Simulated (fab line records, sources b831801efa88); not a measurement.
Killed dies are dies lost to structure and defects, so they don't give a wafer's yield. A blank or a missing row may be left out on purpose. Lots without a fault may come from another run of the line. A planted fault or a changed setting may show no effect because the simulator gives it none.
One fault seen from 2 desks | flow gf180mcu | each desk has only its own numbers; what lay behind them comes last

THE TOOL OWNER'S DESK: plasma_asher-02
The tool's own readings at GF_PASSIVATION_STRIP_12 (strips in O2/N2): means of the sampled wafers that have a number, for each lot that ran on this tool. A lot is out of limits, marked OUT, if its mean lies more than 4 standard deviations from the usual mean; the brackets give that distance.
Columns: A = drypump_motor_current_A at GF_PASSIVATION_STRIP_12, usual 5.71 A; B = heater_power_w at GF_PASSIVATION_STRIP_12, usual 323 W; C = oes_product_au at GF_PASSIVATION_STRIP_12, usual 0.718 a.u.; D = strip_time_to_endpoint_s at GF_PASSIVATION_STRIP_12, usual 32.93 s
lot  | first seen here | A    | B   | C     | D
L171 | day 29 12:13    | 5.69 | 308 | 0.715 | 32.76
L172 | day 29 16:49    | 5.69 | 292 | 0.718 | 33.35
L173 | day 30 03:34    | 5.69 | 305 | 0.713 | 32.82
L181 | day 32 04:43    | 5.69 | 309 | 0.720 | 32.68
L183 | day 32 16:58    | 5.68 | 307 | 0.721 | 33.06
L193 | day 35 00:18    | 5.68 | 308 | 0.717 | 32.79
This desk's finding: nothing out of limits on any of the 6 lots.

THE METROLOGY DESK
What the gauges read, lot by lot, whatever tool the lot ran on: means of the sampled wafers that have a number. A lot is out of limits, marked OUT, if its mean lies more than 4 standard deviations from the usual mean; the brackets give that distance.
Columns: A = V5_OVL at GF_V5_OVL_MEAS_15, usual -2 nm
lot  | first seen here | A
L171 | day 27 18:25    | 3
L172 | day 27 23:11    | -12
L173 | day 28 10:01    | 9
L181 | day 30 14:44    | 3
L182 | day 30 22:11    | 1
L183 | day 31 03:22    | -9
L186 | day 31 21:43    | 3
L187 | day 32 01:52    | -8
L188 | day 32 10:01    | -2
L190 | day 32 19:55    | -4
L191 | day 32 23:49    | -6
L193 | day 33 15:29    | -3
This desk's finding: nothing out of limits on any of the 12 lots.

PUT TOGETHER
The tool owner's desk saw nothing out of limits.
The metrology desk saw nothing out of limits.

WHAT THE SIMULATOR HAD PUT IN
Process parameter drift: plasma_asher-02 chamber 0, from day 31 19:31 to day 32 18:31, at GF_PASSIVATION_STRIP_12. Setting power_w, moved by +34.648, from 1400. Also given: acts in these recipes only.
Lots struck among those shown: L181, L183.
